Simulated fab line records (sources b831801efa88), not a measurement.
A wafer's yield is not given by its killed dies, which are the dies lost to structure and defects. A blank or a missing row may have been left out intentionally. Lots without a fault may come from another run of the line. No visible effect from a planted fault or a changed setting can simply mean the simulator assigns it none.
2 desks looking at one fault || flow sky130 || only its own numbers are on each desk; what lay behind them is given at the end

## AT THE TOOL OWNER'S DESK: pvdSputter-02
At SKY_METAL1_SPUTTER_04 (material TiN, target thk 70 nm, time 58.3 s) the tool's own readings: per lot run on this tool, the mean of the sampled wafers that have a number. Any lot whose mean is over 4 standard deviations away from the usual mean is out of limits and marked OUT; that distance is given in the brackets.
Columns: A = throttleValvePct at SKY_METAL1_SPUTTER_04, usual 30.1 %
{"lot": "L734", "first seen here": "day 32 14:49", "A": 29.7}
{"lot": "L736", "first seen here": "day 33 17:42", "A": 29.5}
{"lot": "L747", "first seen here": "day 36 19:19", "A": 29.8}
This desk's verdict: no lot among the 3 shows anything out of limits.

## METROLOGY DESK
What the gauges read for every lot (on any tool): the sampled wafers with a number, averaged. Any lot whose mean is over 4 standard deviations away from the usual mean is out of limits and marked OUT; that distance is given in the brackets.
Columns: A = CONTACT_W_RS at SKY_CONTACT_RS_MEAS_25, usual 0.336 ohm/sq; B = CONTACT_W_THK at SKY_CONTACT_THK_MEAS_26, usual 337 nm; C = METAL1_ALCU_RS at SKY_METAL1_RS_MEAS_05, usual 0.1275 ohm/sq; D = METAL1_ALCU_THK at SKY_METAL1_THK_MEAS_06, usual 252 nm; E = cdNm at SKY_METAL1_CD_MEAS_15, usual 139.9 nm; F = METAL1_OVL at SKY_METAL1_OVL_MEAS_16, usual -4 nm
{"lot": "L734", "first seen here": "day 32 14:15", "A": 0.340, "B": 332, "C": 0.1291, "D": 247, "E": 138.7, "F": 2}
{"lot": "L736", "first seen here": "day 33 17:09", "A": 0.328, "B": 346, "C": 0.1289, "D": 248, "E": 141.7, "F": -3}
{"lot": "L747", "first seen here": "day 36 18:47", "A": 0.337, "B": 338, "C": 0.1286, "D": 251, "E": 140.9, "F": -8}
{"lot": "L753", "first seen here": "day 38 15:53", "A": 0.334, "B": 341, "C": 0.1268, "D": 250, "E": 140.4, "F": -8}
{"lot": "L756", "first seen here": "day 39 06:02", "A": 0.331, "B": 348, "C": 0.1283, "D": 248, "E": 139.5, "F": -8}
This desk's verdict: no lot among the 5 shows anything out of limits.

## PUT TOGETHER
The tool owner's desk saw nothing out of limits.
Nothing out of limits was seen by the metrology desk.

## WHAT WAS PUT IN BY THE SIMULATOR
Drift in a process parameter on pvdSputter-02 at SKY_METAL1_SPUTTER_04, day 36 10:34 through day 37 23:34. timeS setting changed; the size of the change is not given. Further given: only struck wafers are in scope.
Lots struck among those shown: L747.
